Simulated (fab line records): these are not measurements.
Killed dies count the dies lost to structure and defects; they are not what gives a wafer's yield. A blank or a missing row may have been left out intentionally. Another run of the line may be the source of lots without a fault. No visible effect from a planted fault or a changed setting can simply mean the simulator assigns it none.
Struck lot and sound lot, side by side / flow sfqLine / 15 out of 325 route steps
Sound: the wafers L657.1, L657.3, L657.5. Struck: wafer L663.6 (L663.4, L663.5, from the same lot, were not struck and are left out); the cause is given at the end.
Order at every step that has rows: each side's tool, ch and its chambers, its first start. Under that, the readings that differ: sound wafers / struck wafers / difference of the means / sigmas: that difference in standard deviations of wafers without a fault.
alike: readings with means less than 2 such deviations apart, plus words and numbers identical on both sides. not compared: withheld readings, readings lacking a value on some wafer, bounds such as >300 that could conceal the same value, and numbers that have no deviation in the record and whose values overlap.
A row with sigmas, a row that says differs or no value, or rows on one side alone: a step with any of these is where the two part. When numbers do not overlap yet have no deviation, they are printed without sigmas and do not part them. A reading missing from all wafers of one side parts the sides only when that side holds two or more wafers.

SFQ_TRILAYER_L0_BARC_OPEN_METAL_ETCH_010: etches BARC in O2, target depth 125 nm, time 41.7 s.
  sound on rieMetal-01 ch 0,1, day 2 13:50; struck on rieMetal-01 ch 1, day 3 22:29
  alike: chamberPressureMTorr, drypumpMotorCurrentA, oesProductAu
  not compared: rfHoursCounterH
SFQ_TRILAYER_L0_ETCH_METAL_ETCH_008: etches MoNx KI in SF6/O2, stops on SiO2, target depth 50 nm, time 25 s.
  sound on rieMetal-01 ch 0,1, day 2 13:54; struck on rieMetal-01 ch 1, day 3 22:32
  alike: chamberPressureMTorr, drypumpMotorCurrentA, oesProductAu
  not compared: rfHoursCounterH
SFQ_TRILAYER_L0_STRIP_STRIP_009: strips in O2.
  sound on rieMetal-01 ch 0,1, day 2 13:57; struck on rieMetal-01 ch 1, day 3 22:46
  alike: chamberPressureMTorr, drypumpMotorCurrentA, oesProductAu
  not compared: rfHoursCounterH
then, 1 step without rows for these wafers: SFQ_TRILAYER_L0_STRIP_SOLV_CLEAN_010 (cleans in NMP, time 600 s).
SFQ_TRILAYER_L0_CAP_PECVD_011: deposits SiO2 from SiH4/N2O, time 13.333 s, target thk 60 nm.
  sound on pecvd-03 ch 0,2, day 2 14:43; struck on pecvd-02 ch 1, day 3 23:21
  alike: heaterPowerOuterW, heaterPowerW, throttleValvePct
  not compared: sinceWetCleanH
then, 6 steps without rows for these wafers: SFQ_TRILAYER_L0_VIA_LITHO_COAT_018 (resist thk 62 nm); SFQ_TRILAYER_L0_VIA_LITHO_COAT_013 (resist thk 650 nm); SFQ_TRILAYER_L0_VIA_LITHO_SOFTBAKE_017; SFQ_TRILAYER_L0_VIA_LITHO_EXPOSE_014 (exposes mask L0V, target cd 700 nm); SFQ_TRILAYER_L0_VIA_LITHO_PEB_016 (peb time 60 s); SFQ_TRILAYER_L0_VIA_LITHO_DEVELOP_015 (time 60 s).
SFQ_L0V_OVL_MEAS_903:
  sound: overlay-01 at day 3 20:04; struck: overlay-01 at day 5 02:50
  alike: L0V_OVL
SFQ_TRILAYER_L0_VIA_BARC_OPEN_VIA_ETCH_021: etches BARC in O2, target depth 125 nm, time 41.7 s.
  sound on rieDiel-04 ch 0,2, day 3 20:06; struck on rieDiel-04 ch 1, day 5 02:51
reading=model.KrF_of_TRILAYER_L0_VIA_LITHO_COAT_013.thkNm (nm); sound=574.3 575.9 576.8; struck=587.4; difference=+11.7; sigmas=
  alike: chamberPressureMTorr, drypumpMotorCurrentA, oesProductAu
  not compared: rfHoursCounterH
SFQ_TRILAYER_L0_VIA_ETCH_VIA_ETCH_016: etches SiO2 in CHF3, stops on MoNx KI, target depth 80 nm.
  sound on rieDiel-04 ch 0,2, day 3 20:08; struck on rieDiel-04 ch 1, day 5 02:53
reading=model.KrF_of_TRILAYER_L0_VIA_LITHO_COAT_013.thkNm (nm); sound=560.4 562.1 563.1; struck=573.7; difference=+11.8; sigmas=
  alike: chamberPressureMTorr, drypumpMotorCurrentA, oesProductAu
SFQ_TRILAYER_L0_VIA_STRIP_STRIP_017: strips in O2.
  sound on rieMetal-01 ch 1, day 3 20:11; struck on rieMetal-01 ch 0, day 5 03:08
  alike: chamberPressureMTorr, drypumpMotorCurrentA, oesProductAu
  not compared: rfHoursCounterH

WHERE THEY PART
Nowhere in this record.

WHY: whatever the simulator had introduced
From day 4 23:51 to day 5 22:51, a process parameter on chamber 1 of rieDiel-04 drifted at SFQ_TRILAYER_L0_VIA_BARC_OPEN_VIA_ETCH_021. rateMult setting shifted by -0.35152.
